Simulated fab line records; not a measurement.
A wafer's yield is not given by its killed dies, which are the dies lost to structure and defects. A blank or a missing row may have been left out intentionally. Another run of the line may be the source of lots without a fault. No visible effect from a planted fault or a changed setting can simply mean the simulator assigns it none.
Chamber matching -- flow sky130 -- SKY_VIA2_ETCH_15 on rie diel-01: 4 sister chambers
The step etches SiO2 in C4F8/O2/Ar, stops on TiN, target depth 546 nm, time 84 s. 8 wafers are shown with their chamber, then 9 later ones without.

== WAFERS, EACH WITH ITS CHAMBER ==
wafer,chamber,oes product au (a.u.),chamber pressure mTorr (mTorr)
L078.3,2,0.944,39.96
L080.1,3,0.946,39.98
L080.3,1,0.944,39.98
L080.4,2,0.940,40.04
L085.5,1,0.936,40.00
L090.1,3,0.953,40.02
L090.2,0,0.941,40.00
L090.5,0,0.936,39.97

== WAFERS MISSING THEIR CHAMBER ==
wafer,oes product au (a.u.),chamber pressure mTorr (mTorr)
L092.1,0.938,40.00
L092.2,0.940,39.96
L092.5,0.942,40.00
L096.1,0.945,40.04
L096.3,0.932,40.01
L096.6,0.930,39.97
L097.2,0.945,40.07
L097.3,0.940,40.05
L097.4,0.941,40.02

== EACH ONE'S CHAMBER ==
wafer,from the rows above,in truth
L092.1,can't be placed: 0 or 1 or 2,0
L092.2,can't be placed: 0 or 1 or 2 or 3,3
L092.5,can't be placed: 2 or 1 or 0 or 3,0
L096.1,can't be placed: 2 or 3 or 1 or 0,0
L096.3,can't be placed: 0 or 1 or 2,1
L096.6,can't be placed: 0 or 1 or 2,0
L097.2,can't be placed: 2 or 3 or 1 or 0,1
L097.3,can't be placed: 2 or 1 or 0 or 3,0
L097.4,can't be placed: 2 or 1 or 0 or 3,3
Correct placement for 0 of the 9. Can't be placed from these rows: 9 (the true chamber is among the candidates in 9). Placed wrongly: 0.
How it was worked out, from the rows above alone: a wafer's distance from a chamber is the root of the sum, over the readings, of the square of ((its reading less the chamber's mean) divided by the reading's scatter). If the next closest chamber is less than 2 further off than the closest, the wafer can't be placed; otherwise it belongs to the closest. A chamber's mean is the mean of its shown wafers. How the scatter is found: for the shown wafers, subtract from each reading the mean of its chamber, square and add these, divide the total by (wafers less chambers), then take the root.
